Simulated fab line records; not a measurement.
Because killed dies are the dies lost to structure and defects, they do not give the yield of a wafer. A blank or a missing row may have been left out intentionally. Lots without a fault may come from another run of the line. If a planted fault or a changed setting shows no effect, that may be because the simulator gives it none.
Matching of chambers / flow gf180mcu / GF_SAB_ETCH_11 on rie diel-02 has 4 sister chambers
The step etches SiO2 in C4F8/O2/Ar, target depth 55 nm, time 8.5 s. 14 wafers are shown with their chamber, then 7 later ones without.

== WAFERS PAIRED WITH THEIR CHAMBERS ==
wafer=L883.2; chamber=2; oes product au (a.u.)=0.970
wafer=L883.5; chamber=0; oes product au (a.u.)=0.992
wafer=L883.6; chamber=1; oes product au (a.u.)=0.992
wafer=L884.3; chamber=1; oes product au (a.u.)=1.002
wafer=L884.4; chamber=3; oes product au (a.u.)=0.989
wafer=L884.5; chamber=2; oes product au (a.u.)=0.996
wafer=L886.1; chamber=1; oes product au (a.u.)=0.995
wafer=L886.5; chamber=2; oes product au (a.u.)=1.009
wafer=L886.6; chamber=1; oes product au (a.u.)=1.000
wafer=L887.1; chamber=2; oes product au (a.u.)=0.994
wafer=L887.3; chamber=1; oes product au (a.u.)=1.002
wafer=L887.4; chamber=3; oes product au (a.u.)=0.995
wafer=L888.1; chamber=2; oes product au (a.u.)=1.010
wafer=L888.3; chamber=1; oes product au (a.u.)=0.999

SIGNATURES, as means of the wafers listed above
reading=oes product au; chamber 0=0.99200; chamber 1=0.99833; chamber 2=0.99580; chamber 3=0.99200; scatter within a chamber=0.0107
Rule: a wafer lies at a distance from a chamber equal to the root of the sum of squares, over the readings, of (its reading less the chamber's mean, divided by the reading's scatter). If the next closest chamber is less than 2 further off than the closest, the wafer can't be placed; otherwise it belongs to the closest. The scatter: take each reading less its chamber's mean, square it, sum over the shown wafers, divide by the number of wafers less the number of chambers, and take the root.

== WAFERS WHOSE CHAMBER IS MISSING ==
wafer=L888.5; oes product au (a.u.)=0.983
wafer=L890.3; oes product au (a.u.)=1.009
wafer=L890.4; oes product au (a.u.)=0.979
wafer=L890.5; oes product au (a.u.)=0.980
wafer=L892.1; oes product au (a.u.)=0.996
wafer=L892.4; oes product au (a.u.)=1.004
wafer=L892.6; oes product au (a.u.)=1.003

== CHAMBER TAKEN BY EACH ==
wafer=L888.5; from the rows above=can't be placed: 0 or 3 or 2 or 1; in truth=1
wafer=L890.3; from the rows above=can't be placed: 1 or 2 or 0 or 3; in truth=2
wafer=L890.4; from the rows above=can't be placed: 0 or 3 or 2 or 1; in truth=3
wafer=L890.5; from the rows above=can't be placed: 0 or 3 or 2 or 1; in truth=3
wafer=L892.1; from the rows above=can't be placed: 2 or 1 or 0 or 3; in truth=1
wafer=L892.4; from the rows above=can't be placed: 1 or 2 or 0 or 3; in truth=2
wafer=L892.6; from the rows above=can't be placed: 1 or 2 or 0 or 3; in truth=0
Correct placement for 0 of the 7. Unplaceable from these rows: 7, with the true chamber sitting among the candidates in 7. Number placed wrongly: 0.
